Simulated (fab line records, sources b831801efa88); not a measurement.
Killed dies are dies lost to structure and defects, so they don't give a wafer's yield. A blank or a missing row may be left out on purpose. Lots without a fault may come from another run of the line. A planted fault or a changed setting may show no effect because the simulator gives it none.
fab line records | flow sky130
record lots=14 wafers=42 last_day=50
route steps=708 shown POLY_CUT@316 SD_P@330 RES_XHIGH@338
lots that met no fault: from a run of the same line without faults
start_h: hours from the record's first day to the start of the lot's first wafer shown | wait_h: hours since the lot's step before | " the same as in the row above | L1.1+2: a row that stands for several wafers | - no value, or no start given | * or withheld: withheld | < > ~ a bound
route shown NAME@n: a module of which the file shows steps, and the number in the route of the first | usual: mean/standard deviation of fault-free wafers | same: alike in all rows | chamber/n: place in a boat | sites: the reading at each site | _std_site: their standard deviation | _edge_site: outer sites' mean less inner sites' | radius_mm: how far each site lies from the wafer's centre | mask NAME#n: copy n | behind: the tool/chamber that last shaped the wafer | hold: why the lot was held/for how many hours/how that ended | device: the transistor (n, p or np) that didn't switch | end of line: the same wafers' tests at the end of the route | a step without rows: its recipe alone | killed: dies lost to structure and defects at the first sort, not the wafer's yield | map: a wafer's dies, x killed, . not, _ none there
set.NAME: the setting as run; set.NAME@STEP: as run at that earlier step | model.NAME: the simulator's own value behind a step, which no gauge read
steps of the route over a sample of lots; a table a step, a row a wafer
services: from which hour (start_h, from the record's first day; less than 0 if before it) a tool's chamber was out of use, for how many hours, and why
## steps
# step SKY_POLY_CUT_OVL_MEAS_09
# usual POLY_CUT_OVL=1/5.8
# columns lot.wafer tool chamber start_h wait_h POLY_CUT_OVL[nm]
L375.1 overlay-01 - 567.72 0.1 -4
L375.4 " - " " -2
L375.6 " - " " 5
L376.1 overlay-01 - 580.37 0.1 2
L376.3 " - " " 3
L376.4 " - " " 5
L378.2 overlay-02 - 586.78 0.1 -10
L378.5 " - " " -13
L378.6 " - " " 2
L377.1 overlay-02 - 587.07 0.1 7
L377.2 " - " " 2
L377.5 " - " " -3
L379.1 overlay-01 - 609.82 0.1 5
L379.2 " - " " -6
L379.4 " - " " -2
L380.1 overlay-02 - 614.27 0.1 11
L380.3 " - " " 6
L380.4 " - " " 9
L381.1 overlay-02 - 625.97 0.1 3
L381.3 " - " " 9
L381.6 " - " " 5
L382.2 overlay-01 - 629.93 0.1 8
L382.5 " - " " 5
L382.6 " - " " 0
L383.1 overlay-02 - 640.12 0.1 -10
L383.2 " - " " -6
L383.5 " - " " -2
L387.2 overlay-01 - 670.39 0.1 -3
L387.3 " - " " 0
L387.6 " - " " -4
L388.3 overlay-01 - 679.73 0.1 -5
L388.5 " - " " -2
L388.6 " - " " 0
L389.1 overlay-02 - 690.32 0.1 4
L389.2 " - " " 5
L389.6 " - " " 1
L394.3 overlay-02 - 721.53 0.1 6
L394.5 " - " " 0
L394.6 " - " " 2
L397.2 overlay-01 - 749.42 0.1 0
L397.3 " - " " 5
L397.4 " - " " 4
# step SKY_SD_P_STRIP_10
# recipe chemistry=O2/N2 power_w=1400 pressure_mtorr=1500 platen_temp_c=withheld o2_flow_sccm=3000 n2_flow_sccm=300 overash_fraction=0.5
# usual drypump_motor_current_A=5.7/0.62 oes_product_au=0.616/0.0043 strip_time_to_endpoint_s=17.56/0.033
# columns lot.wafer tool chamber start_h wait_h drypump_motor_current_A oes_product_au rf_hours_counter_h strip_time_to_endpoint_s
L375.1 plasma_asher-01 1 597.85 0.1 6.1 0.613 80 17.54
L375.4 " 1 " " 6.1 0.621 - 17.55
L375.6 " 0 " " 4.9 0.619 - 17.55
L376.1 plasma_asher-01 0 610.17 0.1 4.9 0.614 81 17.60
L376.3 " 1 " " 6.1 0.617 - 17.60
L376.4 " 0 " " 4.9 0.620 - 17.55
L378.2 plasma_asher-04 0 617.13 0.1 6.5 0.615 45 17.53
L378.5 " 0 " " 6.6 0.619 - 17.49
L378.6 " 1 " " 5.3 0.615 - 17.54
L377.1 plasma_asher-01 0 617.27 0.1 4.9 0.620 82 17.60
L377.2 " 1 " " 6.1 0.610 82 17.60
L377.5 " 0 " " 4.9 0.614 - 17.58
L379.1 plasma_asher-01 0 639.27 0.1 4.9 0.609 84 17.49
L379.2 " 1 " " 6.1 0.611 84 17.51
L379.4 " 0 " " 4.9 0.618 - 17.50
L380.1 plasma_asher-01 1 643.23 0.1 6.1 0.616 85 17.60
L380.3 " 1 " " 6.1 0.608 - 17.58
L380.4 " 0 " " 4.9 0.625 - 17.56
L381.1 plasma_asher-04 1 655.75 0.1 5.3 0.610 49 17.57
L381.3 " 0 " " 6.6 0.612 - 17.59
L381.6 " 0 " " 6.6 0.615 - 17.53
L382.2 plasma_asher-01 0 659.15 0.1 4.9 0.618 86 17.54
L382.5 " 1 " " 6.1 0.616 - 17.54
L382.6 " 0 " " 4.9 0.624 - 17.54
L383.1 plasma_asher-01 1 669.07 0.1 6.1 0.614 87 17.54
L383.2 " 0 " " 4.9 0.616 87 17.58
L383.5 " 0 " " 4.9 0.618 - 17.55
L387.2 plasma_asher-04 0 698.82 0.1 6.6 0.614 53 17.53
L387.3 " 1 " " 5.3 0.613 - 17.53
L387.6 " 0 " " 6.6 0.608 - 17.59
L388.3 plasma_asher-03 0 708.26 0.1 6.0 0.620 - 17.53
L388.5 " 1 " " 5.9 0.625 - 17.57
L388.6 " 0 " " 6.0 0.622 - 17.62
L389.1 plasma_asher-04 1 719.20 0.1 5.2 0.612 55 17.54
L389.2 " 0 " " 6.5 0.616 55 17.60
L389.6 " 0 " " 6.6 0.616 - 17.57
L394.3 plasma_asher-04 1 749.36 0.1 5.3 0.615 - 17.60
L394.5 " 0 " " 6.6 0.612 - 17.60
L394.6 " 1 " " 5.2 0.618 - 17.58
L397.2 plasma_asher-01 1 776.57 0.1 6.1 0.618 98 17.59
L397.3 " 1 " " 6.1 0.619 - 17.52
L397.4 " 0 " " 4.9 0.618 - 17.55
# step SKY_RES_XHIGH_DEVELOP_06
# recipe resist=NOVOLAK developer=TMAH develop_time_s=60 dev_temp_c=23
# usual developer_temp_C=23.01/0.11
# columns lot.wafer tool chamber start_h wait_h developer_temp_C
L375.1 litho_track-03 0 626.00 0.1 23.26
L375.4 " 0 " " 23.08
L375.6 " 0 " " 23.26
L376.1 litho_track-03 0 638.90 0.1 23.02
L376.3 " 0 " " 23.07
L376.4 " 0 " " 23.09
L378.2 litho_track-01 0 646.64 0.1 22.88
L378.5 " 0 " " 23.08
L378.6 " 0 " " 23.11
L377.1 litho_track-01 0 646.92 0.1 23.03
L377.2 " 0 " " 22.93
L377.5 " 0 " " 23.12
L379.1 litho_track-01 0 668.02 0.1 23.00
L379.2 " 0 " " 23.18
L379.4 " 0 " " 23.15
L380.1 litho_track-01 0 671.32 0.1 22.92
L380.3 " 0 " " 23.01
L380.4 " 0 " " 23.00
L381.1 litho_track-03 0 683.55 0.1 23.08
L381.3 " 0 " " 23.07
L381.6 " 0 " " 23.04
L382.2 litho_track-04 0 687.94 0.1 23.09
L382.5 " 0 " " 22.83
L382.6 " 0 " " 22.94
L383.1 litho_track-03 0 696.80 0.1 23.04
L383.2 " 0 " " 23.20
L383.5 " 0 " " 23.14
L387.2 litho_track-03 0 726.98 0.1 22.18
L387.3 " 0 " " 22.04
L387.6 " 0 " " 22.12
L388.3 litho_track-03 0 735.95 0.1 21.95
L388.5 " 0 " " 22.13
L388.6 " 0 " " 22.10
L389.1 litho_track-01 0 746.72 0.1 23.05
L389.2 " 0 " " 23.26
L389.6 " 0 " " 23.05
L394.3 litho_track-04 0 775.97 0.1 22.87
L394.5 " 0 " " 22.95
L394.6 " 0 " " 22.96
L397.2 litho_track-01 0 803.69 0.1 23.08
L397.3 " 0 " " 23.06
L397.4 " 0 " " 23.06
# step SKY_RES_XHIGH_STRIP_08
# recipe chemistry=O2/N2 power_w=1400 pressure_mtorr=1500 platen_temp_c=withheld o2_flow_sccm=3000 n2_flow_sccm=300 overash_fraction=0.5
# usual drypump_motor_current_A=5.7/0.51 oes_product_au=0.711/0.0041 strip_time_to_endpoint_s=14.28/0.031
# columns lot.wafer tool chamber start_h wait_h drypump_motor_current_A oes_product_au rf_hours_counter_h strip_time_to_endpoint_s
L375.1 plasma_asher-03 0 626.30 0.1 6.0 0.709 94 14.31
L375.4 " 0 " " 6.0 0.718 - 14.29
L375.6 " 1 " " 5.9 0.715 - 14.28
L376.1 plasma_asher-03 0 639.20 0.1 6.0 0.705 96 14.30
L376.3 " 1 " " 5.9 0.706 - 14.26
L376.4 " 0 " " 6.0 0.716 - 14.27
L378.2 plasma_asher-04 0 646.92 0.1 6.6 0.712 48 14.27
L378.5 " 0 " " 6.6 0.711 - 14.27
L378.6 " 1 " " 5.3 0.712 - 14.26
L377.1 plasma_asher-02 1 647.22 0.1 5.5 0.713 23 14.27
L377.2 " 0 " " 5.0 0.714 23 14.25
L377.5 " 0 " " 5.0 0.705 - 14.24
L379.1 plasma_asher-03 0 668.32 0.1 6.1 0.712 99 14.26
L379.2 " 1 " " 5.9 0.707 99 14.28
L379.4 " 1 " " 5.9 0.711 - 14.26
L380.1 plasma_asher-03 1 671.62 0.1 5.9 0.708 99 14.30
L380.3 " 0 " " 6.0 0.707 - 14.27
L380.4 " 1 " " 5.9 0.713 - 14.24
L381.1 plasma_asher-04 0 683.85 0.1 6.6 0.714 51 14.31
L381.3 " 1 " " 5.3 0.707 - 14.28
L381.6 " 1 " " 5.3 0.707 - 14.25
L382.2 plasma_asher-03 1 688.22 0.1 5.9 0.712 101 14.28
L382.5 " 0 " " 6.1 0.712 - 14.34
L382.6 " 1 " " 5.9 0.714 - 14.30
L383.1 plasma_asher-02 1 697.10 0.1 5.6 0.702 26 14.28
L383.2 " 0 " " 4.9 0.712 26 14.27
L383.5 " 1 " " 5.5 0.704 - 14.27
L387.2 plasma_asher-03 1 727.25 0.1 5.9 0.709 105 14.29
L387.3 " 0 " " 6.1 0.721 - 14.26
L387.6 " 1 " " 5.9 0.713 - 14.31
L388.3 plasma_asher-02 0 736.23 0.1 4.9 0.710 - 14.25
L388.5 " 1 " " 5.5 0.714 - 14.25
L388.6 " 0 " " 4.9 0.714 - 14.28
L389.1 plasma_asher-04 1 747.02 0.1 5.2 0.712 58 14.25
L389.2 " 0 " " 6.5 0.707 58 14.21
L389.6 " 1 " " 5.2 0.718 - 14.22
L394.3 plasma_asher-03 0 776.25 0.1 6.0 0.709 - 14.29
L394.5 " 0 " " 6.1 0.706 - 14.24
L394.6 " 1 " " 5.9 0.721 - 14.28
L397.2 plasma_asher-02 1 803.97 0.1 5.6 0.709 37 14.31
L397.3 " 0 " " 5.0 0.711 - 14.27
L397.4 " 1 " " 5.6 0.715 - 14.27
## services
# columns tool chamber start_h hours kind
plasma_asher-04 - 594.61 10.1 repair
plasma_asher-04 - 655.99 3.2 repair
plasma_asher-02 - 681.87 14.6 pm
plasma_asher-04 - 695.97 2.8 pm
plasma_asher-03 - 733.75 9.0 pm
plasma_asher-03 0 733.75 9.0 vent_cycle
plasma_asher-03 1 733.75 9.0 vent_cycle
plasma_asher-03 0 742.75 - clean
plasma_asher-03 1 742.75 - clean
plasma_asher-01 - 744.25 4.4 repair
plasma_asher-04 - 766.47 1.9 repair
litho_track-01 - 767.42 - consumable_replace:filter
plasma_asher-03 - 770.43 4.1 repair
## key
first_sign step=SKY_RES_XHIGH_DEVELOP_06 reading=developer_temp_C direction=down sigmas=8.1 usual=* struck=*
effect none on later readings
met_at SKY_RES_XHIGH_DEVELOP_06
struck_lots L387,L388
sort_left_out L388.3,L388.5,L388.6
tester_left_out L387,L388
not_acting_at SKY_POLY_CUT_OVL_MEAS_09,SKY_SD_P_STRIP_10,SKY_RES_XHIGH_STRIP_08
onset_between 696.80 726.98
fault kind=process_parameter_drift tool=litho_track-03 chamber=- onset_h=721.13 steps=SKY_RES_XHIGH_DEVELOP_06 channel=dev_temp_c offset=* shape=step end_h=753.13 acts_in=* stated=*
# tester_left_out: of these lots the tester's yield and bins aren't shown, on N5 and GAA mostly nor the transistor test; their killed dies are dies lost to structure and defects alone, not to doping, threshold or leakage, so they don't give the yield
# sort_left_out: the simulated sort isn't trusted on such a fault, so these wafers' sort isn't shown, and their yield isn't known
